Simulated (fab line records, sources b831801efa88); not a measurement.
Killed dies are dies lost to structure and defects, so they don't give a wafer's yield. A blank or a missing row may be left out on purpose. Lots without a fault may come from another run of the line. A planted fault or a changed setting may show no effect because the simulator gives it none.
Chamber matching | flow gf180mcu | GF_HV_LDD_ETCHBACK_58 on rie_diel-04: 4 sister chambers
The step etches Si3N4 in CH3F/O2, stops on SiO2, time 100 s, target depth 90 nm. 16 wafers are shown with their chamber, then 8 later ones without.

WAFERS WITH THEIR CHAMBER
wafer  | chamber | drypump_motor_current_A (A) | rf_fwd_power_W (W) | throttle_valve_pct (%)
L809.3 | 1       | 5.7                         | 398.5              | 10.568
L809.5 | 3       | 5.3                         | 396.6              | 10.555
L809.6 | 0       | 4.8                         | 396.0              | 10.566
L813.4 | 0       | 4.8                         | 396.6              | 10.545
L813.5 | 1       | 5.7                         | 396.2              | 10.564
L813.6 | 0       | 4.8                         | 398.4              | 10.541
L817.3 | 0       | 4.8                         | 395.7              | 10.558
L817.5 | 3       | 5.3                         | 397.9              | 10.554
L817.6 | 0       | 4.8                         | 395.6              | 10.577
L818.1 | 1       | 5.6                         | 397.4              | 10.552
L818.3 | 2       | 4.8                         | 397.8              | 10.552
L818.6 | 3       | 5.3                         | 396.9              | 10.547
L820.1 | 2       | 4.7                         | 397.5              | 10.564
L820.4 | 1       | 5.7                         | 396.3              | 10.558
L820.5 | 2       | 4.7                         | 399.1              | 10.560
L826.1 | 1       | 5.7                         | 396.5              | 10.567

SIGNATURES (means of the wafers above)
reading                 | chamber 0 | chamber 1 | chamber 2 | chamber 3 | scatter within a chamber
drypump_motor_current_A | 4.800     | 5.680     | 4.733     | 5.300     | 0.035
rf_fwd_power_W          | 396.460   | 396.980   | 398.133   | 397.133   | 0.978
throttle_valve_pct      | 10.55740  | 10.56180  | 10.55867  | 10.55200  | 0.00989
Rule: a wafer's distance from a chamber is the root of the sum, over the readings, of the square of ((its reading less the chamber's mean) divided by the reading's scatter). The wafer belongs to the nearest chamber; if the next one is less than 2 further off, it can't be placed. The scatter: the root of (the sum of the squares of (reading less its chamber's mean) over the shown wafers, divided by (wafers less chambers)).

WAFERS WITHOUT THEIR CHAMBER
wafer  | drypump_motor_current_A (A) | rf_fwd_power_W (W) | throttle_valve_pct (%)
L826.4 | 4.7                         | 397.9              | 10.554
L826.5 | 4.8                         | 396.8              | 10.565
L828.2 | 4.8                         | 395.2              | 10.548
L828.4 | 5.3                         | 398.3              | 10.543
L828.5 | 5.3                         | 397.3              | 10.558
L830.2 | 4.8                         | 396.6              | 10.550
L830.5 | 4.8                         | 396.3              | 10.563
L830.6 | 5.3                         | 396.5              | 10.560

WHICH CHAMBER EACH WENT THROUGH
wafer  | from the rows above     | in truth
L826.4 | 2                       | 2
L826.5 | can't be placed: 0 or 2 | 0
L828.2 | 0                       | 0
L828.4 | 3                       | 3
L828.5 | 3                       | 3
L830.2 | can't be placed: 0 or 2 | 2
L830.5 | 0                       | 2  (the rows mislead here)
L830.6 | 3                       | 3
Placed correctly: 5 of 8. Can't be placed from these rows: 2 (the true chamber is among the candidates in 2). Placed wrongly: 1.
